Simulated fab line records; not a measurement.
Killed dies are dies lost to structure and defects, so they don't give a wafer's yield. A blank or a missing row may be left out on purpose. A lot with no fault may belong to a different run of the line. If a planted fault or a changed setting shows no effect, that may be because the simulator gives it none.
A single fault, viewed from 2 desks -- flow gf180mcu -- each desk has only its own numbers; what lay behind them comes last

== FROM THE METROLOGY DESK ==
Means of the sampled wafers that have a number, per lot and without regard to the tool the lot ran on: this is what the gauges read. The brackets show how far a lot's mean lies from the usual mean; more than 4 standard deviations puts the lot out of limits, marked OUT.
Columns: A = HV_LDD_TW at GF_HV_LDD_TW_MEAS_11, usual 2423; B = NSD_RS at GF_PSD_RS_MEAS_14, usual 46.12 ohm/sq
lot,first seen here,A,B
L168,day 10 01:16,2413,46.12
L169,day 10 07:53,2412,46.15
L170,day 10 14:37,2405,46.06
L173,day 11 15:10,2420,46.02
L176,day 12 16:48,2422,45.45 (-7.7) OUT
L179,day 13 09:23,2458,45.52 (-7.0) OUT
L181,day 13 22:52,2429,45.63 (-5.7) OUT
L183,day 14 13:25,2415,46.27
L185,day 15 03:00,2405,46.21
L188,day 16 08:04,2415,46.04
L190,day 16 17:04,2454,46.17
This desk's result: L176, L179, L181 out of limits, first on L176 (NSD_RS at GF_PSD_RS_MEAS_14), day 17 08:29. Within limits: L168, L169, L170, L173, L183, L185, L188, L190.

== TOOL OWNER'S DESK, implanter-04 ==
For each lot that ran on this tool, the mean over its sampled wafers that have a number, from the tool's own readings at GF_NSD_IMPLANT_09. The brackets show how far a lot's mean lies from the usual mean; more than 4 standard deviations puts the lot out of limits, marked OUT.
Columns: A = beam on s at GF_NSD_IMPLANT_09, usual 17.5 s; B = faraday current uA at GF_NSD_IMPLANT_09, usual 12521
lot,first seen here,A,B
L176,day 16 08:35,22.1 (+4.1) OUT,10136
L179,day 17 03:01,23.0 (+5.0) OUT,9740
L181,day 17 19:33,21.4,10427
This desk finds L176, L179 out of limits, L176 being first, at day 16 08:35 (beam on s at GF_NSD_IMPLANT_09). Within limits: L181.

== PUT TOGETHER ==
The tool owner's desk had the chance to raise an alarm at day 16 08:35 on L176, L179.
The metrology desk could have raised an alarm at day 17 08:29, on L176, L179, L181.
On record at the tool owner's desk: L181, within its limits.
Of the lots named, all ran GF_NSD_IMPLANT_09 on implanter-04.

== WHAT HAD BEEN PUT IN BY THE SIMULATOR ==
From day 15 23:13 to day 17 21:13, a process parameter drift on implanter-04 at GF_NSD_IMPLANT_09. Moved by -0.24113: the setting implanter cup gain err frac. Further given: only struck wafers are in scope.
Struck lots among those shown: L176, L179, L181.
Hours from the fault's start to each desk's first reading out of limits: the tool owner's desk, 9; the metrology desk, 33.
